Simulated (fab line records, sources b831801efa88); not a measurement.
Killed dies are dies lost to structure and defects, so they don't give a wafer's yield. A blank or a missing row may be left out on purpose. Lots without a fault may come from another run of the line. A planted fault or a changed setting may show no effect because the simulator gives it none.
Chamber matching | flow sky130 | SKY_PASSIVATION_CVD_02 on pecvd-02: 3 sister chambers
The step deposits Si3N4, target thk 540 nm. 6 wafers are shown with their chamber, then 11 later ones without.

WAFERS WITH THEIR CHAMBER
wafer  | chamber | heater_power_w (W)
L091.2 | 2       | 937
L091.6 | 0       | 715
L093.1 | 0       | 745
L093.3 | 2       | 924
L093.4 | 1       | 569
L094.1 | 1       | 686

WAFERS WITHOUT THEIR CHAMBER
wafer  | heater_power_w (W)
L094.2 | 760
L094.3 | 878
L094.4 | 940
L094.5 | 761
L094.6 | 724
L097.1 | 627
L097.2 | 732
L097.3 | 882
L097.4 | 903
L097.5 | 643
L097.6 | 747

WHICH CHAMBER EACH WENT THROUGH
wafer  | from the rows above     | in truth
L094.2 | 0                       | 0
L094.3 | can't be placed: 2 or 0 | 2
L094.4 | 2                       | 2
L094.5 | 0                       | 0
L094.6 | can't be placed: 0 or 1 | 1
L097.1 | 1                       | 1
L097.2 | 0                       | 0
L097.3 | 2                       | 2
L097.4 | 2                       | 2
L097.5 | can't be placed: 1 or 0 | 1
L097.6 | 0                       | 0
Placed correctly: 8 of 11. Can't be placed from these rows: 3 (the true chamber is among the candidates in 3). Placed wrongly: 0.
How it was worked out, from the rows above alone: a wafer's distance from a chamber is the root of the sum, over the readings, of the square of ((its reading less the chamber's mean) divided by the reading's scatter). The wafer belongs to the nearest chamber; if the next one is less than 2 further off, it can't be placed. A chamber's mean is the mean of its shown wafers. The scatter: the root of (the sum of the squares of (reading less its chamber's mean) over the shown wafers, divided by (wafers less chambers)).
